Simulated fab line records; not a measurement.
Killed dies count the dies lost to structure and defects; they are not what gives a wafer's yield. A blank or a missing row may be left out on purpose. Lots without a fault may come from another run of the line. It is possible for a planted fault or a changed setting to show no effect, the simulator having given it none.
Comparing a struck lot with a sound one | flow sky130 | 37 out of 708 route steps
Sound: these wafers, L607.1, L607.2, L607.4. Struck: wafer L618.3 (L618.2, L618.6, from the same lot, were not struck and are left out); the cause is given at the end.
At each step with rows: each side's tool, then ch and its chambers, then its first start. Under that, the readings that differ: sound wafers | struck wafers | difference of the means | sigmas: that difference in standard deviations of wafers without a fault.
alike: a reading whose means differ by less than 2 such deviations, as well as words and numbers matching on both sides. not compared: withheld readings; readings where some wafer has no value; bounds like >300 that might hide an equal value; numbers whose values overlap and for which the record gives no deviation.
The two part at a step that has a row with sigmas, a row that says differs or no value, or rows on one side only. Numbers that don't overlap but have no deviation are shown without sigmas and don't part them. A reading that every wafer of one side lacks parts them only if that side has two wafers or more.

first, 10 steps without rows for these wafers: SKY_FIELD_ISO_ETCH_15 (etches the open film in CHF3/O2, stops on Si, target depth 180 nm, time 72 s); SKY_FIELD_ISO_STRIP_16 (strips in O2/N2); SKY_FIELD_ISO_ETCH_17 (etches Si in HBr/Cl2/O2, target depth 342 nm, time 97.7 s); SKY_FIELD_ISO_WET_ETCH_18 (etches Si3N4 in H3PO4, target depth 25 nm, time 286 s); SKY_FIELD_ISO_CLEAN_19 (cleans in SC1/SC2, time 150 s); SKY_FIELD_ISO_CLEAN_20 (cleans in dHF, time 20 s); SKY_FIELD_ISO_WET_ETCH_21 (etches SiO2 in dHF, target depth 20 nm, time 400 s); SKY_FIELD_ISO_OXIDATION_22 (stabilise 600 s, purge 300 s, target thk 10 nm); SKY_FIELD_ISO_CVD_24 (deposits SiO2, target thk 595 nm, time 99.2 s); SKY_FIELD_ISO_ANNEAL_26 (time 1800 s).
SKY_FIELD_ISO_CMP_27: polishes, stops on Si3N4, t overpolish 16 s, target thk 457.8 nm.
  sound on cmp-01 ch 0,1,3, day 3 03:42; struck on cmp-01 ch 1, day 5 12:47
  alike: motor_current_A, overpolish_run_s, time_to_endpoint_s
then, 25 steps without rows for these wafers: SKY_FIELD_ISO_WET_ETCH_28 (etches SiO2 in dHF, target depth 23.7 nm, time 47 s); SKY_FIELD_ISO_WET_ETCH_29 (etches Si3N4 in H3PO4, target depth 160 nm, time 1825 s); SKY_FIELD_ISO_WET_ETCH_30 (etches SiO2 in dHF, target depth 25 nm, time 50 s); SKY_NWELL_CLEAN_00 (cleans in SC1/SC2, time 150 s); SKY_NWELL_OXIDATION_01 (stabilise 600 s, purge 300 s, target thk 10 nm); SKY_DNWELL_DEHYDRATE_00 (time 60 s); SKY_DNWELL_HMDS_01 (prime time 60 s); SKY_DNWELL_COAT_02 (resist thk 3000 nm); SKY_DNWELL_SOFTBAKE_03; SKY_DNWELL_EXPOSE_04 (exposes mask DNM, target cd 3000 nm); SKY_DNWELL_PEB_05; SKY_DNWELL_DEVELOP_06 (develop time 60 s); SKY_DNWELL_IMPLANT_07; SKY_DNWELL_STRIP_08 (strips in O2/N2); SKY_PWDE_DEHYDRATE_00 (time 60 s); SKY_PWDE_HMDS_01 (prime time 60 s); SKY_PWDE_COAT_02 (resist thk 3000 nm); SKY_PWDE_SOFTBAKE_03; SKY_PWDE_EXPOSE_04 (exposes mask PWDEM, target cd 840 nm); SKY_PWDE_PEB_05; SKY_PWDE_DEVELOP_06 (develop time 60 s); SKY_PWDE_IMPLANT_08; SKY_PWDE_STRIP_09 (strips in O2/N2); SKY_NWELL_DEHYDRATE_03 (time 60 s); SKY_NWELL_HMDS_04 (prime time 60 s).
-- the record jumps here: 45 days lie between the struck wafers' starts before and after (it left off in module NWELL and takes up again in module PAD_OPEN, whose first step shown is number 708 of the route) --
SKY_PAD_OPEN_PROBE_99:
  rows exist in the record for the struck wafers here (prober-02, day 50 03:47), but not for the sound ones

## WHERE THEY PART
Only at SKY_PAD_OPEN_PROBE_99, as far as this record shows.

WHY: what had been put in by the simulator
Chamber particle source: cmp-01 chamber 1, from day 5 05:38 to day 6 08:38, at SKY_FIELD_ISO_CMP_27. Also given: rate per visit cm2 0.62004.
